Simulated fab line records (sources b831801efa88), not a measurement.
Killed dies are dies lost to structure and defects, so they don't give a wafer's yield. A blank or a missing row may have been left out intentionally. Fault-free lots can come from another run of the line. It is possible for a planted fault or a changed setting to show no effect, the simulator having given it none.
Which of the tools did it? ; flow gf180mcu ; 14 lots, 42 wafers sampled, at 5 steps of a route of 602

== WHAT THE GAUGES READ, wafer by wafer ==
GF_NWELL_TW_MEAS_11.
lot;measured;on;NWELL_TW
L282;day 3 07:00;film_metro-03;1566 1569 1582
L287;day 4 11:11;film_metro-04;1592 1606 1608
L288;day 4 15:26;film_metro-02;1573 1578 1568
L293;day 5 20:36;film_metro-04;1615 1605 1615
L294;day 5 23:42;film_metro-03;1573 1565 1567
L296;day 6 12:09;film_metro-02;1565 1568 1560
L297;day 6 17:26;film_metro-03;1572 1569 1561
L298;day 6 23:36;film_metro-02;1563 1562 1565
L300;day 7 10:05;film_metro-03;1561 1571 1561
L301;day 7 17:02;film_metro-02;1570 1567 1567
L302;day 7 21:51;film_metro-04;1605 1598 1606
L303;day 8 01:51;film_metro-02;1583 1590 1578
L304;day 8 07:55;film_metro-04;1604 1618 1607
L305;day 8 15:39;film_metro-04;1602 1615 1605

GF_LVPWELL_OVL_MEAS_07.
lot;measured;on;LVPWELL_OVL (nm)
L282;day 3 20:08;overlay-01;-2.8 -3.1 -2.6
L287;day 5 01:16;overlay-02;1.1 0.8 0.7
L288;day 5 05:22;overlay-01;-0.1 -0.3 1.4
L293;day 6 10:54;overlay-01;-0.9 -1.7 -1.4
L294;day 6 14:26;overlay-01;0.8 1.3 1.1
L296;day 7 03:08;overlay-01;-0.8 0.4 -0.6
L297;day 7 08:31;overlay-01;0.2 0.2 -1.3
L298;day 7 15:34;overlay-02;1.8 1.3 0.5
L300;day 8 01:50;overlay-01;2.0 2.0 1.7
L301;day 8 09:28;overlay-01;1.6 1.0 0.2
L302;day 8 14:20;overlay-02;-0.8 -1.4 -0.4
L303;day 8 18:19;overlay-01;2.4 1.7 0.7
L304;day 9 00:42;overlay-02;-1.3 -0.5 0.5
L305;day 9 08:11;overlay-02;0.9 0.8 1.0

GF_VT_IMPLANT_OVL_MEAS_18.
lot;measured;on;VT_IMPLANT_01_OVL (nm)
L282;day 6 04:55;overlay-01;-0.4 -1.0 -0.5
L287;day 7 12:58;overlay-01;-1.3 -2.4 -0.7
L288;day 7 18:18;overlay-02;-1.2 -0.3 -3.9
L293;day 9 05:01;overlay-01;-1.1 -2.2 -0.7
L294;day 9 08:55;overlay-02;-1.5 -1.3 -2.8
L296;day 9 22:19;overlay-02;-1.0 0.4 0.3
L297;day 10 03:05;overlay-02;-0.1 -0.5 -0.5
L298;day 10 11:33;overlay-01;-0.5 -0.3 -0.5
L300;day 10 22:42;overlay-01;0.3 -0.6 -0.5
L301;day 11 07:02;overlay-02;-0.2 -1.5 -0.6
L302;day 11 12:55;overlay-01;1.1 0.7 0.4
L303;day 11 16:43;overlay-02;-2.6 -2.9 -2.6
L304;day 12 01:16;overlay-01;0.3 -1.8 -0.8
L305;day 12 09:40;overlay-02;-1.0 0.2 -1.2

GF_VT_IMPLANT_TW_MEAS_21.
lot;measured;on;VT_IMPLANT_2_TW
L282;day 6 05:12;film_metro-02;1212 1213 1215
L287;day 7 13:14;film_metro-01;1232 1225 1235
L288;day 7 18:35;film_metro-04;1242 1243 1237
L293;day 9 05:18;film_metro-01;1258 1272 1268
L294;day 9 09:13;film_metro-04;1282 1275 1278
L296;day 9 22:36;film_metro-01;1232 1233 1225
L297;day 10 03:23;film_metro-04;1242 1244 1240
L298;day 10 11:50;film_metro-01;1221 1222 1220
L300;day 10 22:59;film_metro-04;1239 1238 1235
L301;day 11 07:20;film_metro-04;1230 1235 1235
L302;day 11 13:12;film_metro-04;1244 1251 1238
L303;day 11 17:00;film_metro-01;1223 1227 1224
L304;day 12 01:34;film_metro-01;1218 1216 1216
L305;day 12 09:57;film_metro-04;1232 1231 1238

== WHAT TOOL EACH LOT RAN ON (gives the tool, then ch and the chambers of the sampled wafers, and finally the start) ==
lot;GF_VT_IMPLANT_IMPLANT_19
L282;implanter-01 ch 0, day 6 04:58
L287;implanter-01 ch 0, day 7 12:59
L288;implanter-01 ch 0, day 7 18:20
L293;implanter-03 ch 0, day 9 05:04
L294;implanter-03 ch 0, day 9 08:59
L296;implanter-01 ch 0, day 9 22:22
L297;implanter-02 ch 0, day 10 03:08
L298;implanter-02 ch 0, day 10 11:35
L300;implanter-02 ch 0, day 10 22:45
L301;implanter-01 ch 0, day 11 07:05
L302;implanter-01 ch 0, day 11 12:58
L303;implanter-01 ch 0, day 11 16:46
L304;implanter-01 ch 0, day 12 01:20
L305;implanter-01 ch 0, day 12 09:43
- GF_VT_IMPLANT_IMPLANT_19

== WHAT THE TOOLS THEMSELVES READ (means of the sampled wafers that have a number; where no wafer has one, the mark that the record gives instead) ==
GF_VT_IMPLANT_IMPLANT_19.
lot;tool;beam_energy_keV
L282;implanter-01;99.993
L287;implanter-01;99.978
L288;implanter-01;99.964
L293;implanter-03;110.887
L294;implanter-03;110.923
L296;implanter-01;100.027
L297;implanter-02;100.014
L298;implanter-02;99.979
L300;implanter-02;99.975
L301;implanter-01;99.992
L302;implanter-01;99.989
L303;implanter-01;100.010
L304;implanter-01;100.020
L305;implanter-01;100.030

== THE ANSWER, worked out from the rows above alone ==
Rule: the usual values come from the lots themselves. The widest of any qualifying gaps counts: lots, ordered by their means at a reading, are off when they make up no more than a third of the lots, leave a main group of 4 or more, and stand apart from it by 3 or more times the standard deviation of that group's means. A main group whose means are all the same, to the digits that the tables above print for the reading, isn't used. Also off: a lot with no number at a reading for which 4 or more lots have one. Where the step has rows for the other lots, those lots are counted as sound. Order of review: gauges by route order, followed by the tools' own readings, for which a lot's mean as printed above is used. At the first step where some lot is off, the reading lying furthest off is the one used; lots without a number count as furthest.
Off: L293, L294 (GF_VT_IMPLANT_IMPLANT_19, beam_energy_keV). Main group: mean 99.998, sd 0.021.
If a tool, at that step or one of the process steps before it, ran each lot that is off and ran no sound lot following the first of them, it fits. One candidate fits, namely implanter-03 at GF_VT_IMPLANT_IMPLANT_19. It ran no sound lot before its first lot that is off in this sample, so the start can't be narrowed down.
The tool's own readings at GF_VT_IMPLANT_IMPLANT_19 bear it out: on the lots that are off they differ by more than 5 times the standard deviation of the sound lots' means. beam_energy_keV reads 110.905 there against 99.998 on the sound lots.

== WHAT THE SIMULATOR PUT IN ==
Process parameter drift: implanter-03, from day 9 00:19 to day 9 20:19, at GF_VT_IMPLANT_IMPLANT_19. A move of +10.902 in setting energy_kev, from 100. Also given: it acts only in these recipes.
Lots struck among those shown: L293, L294. The same result came from the rule above.
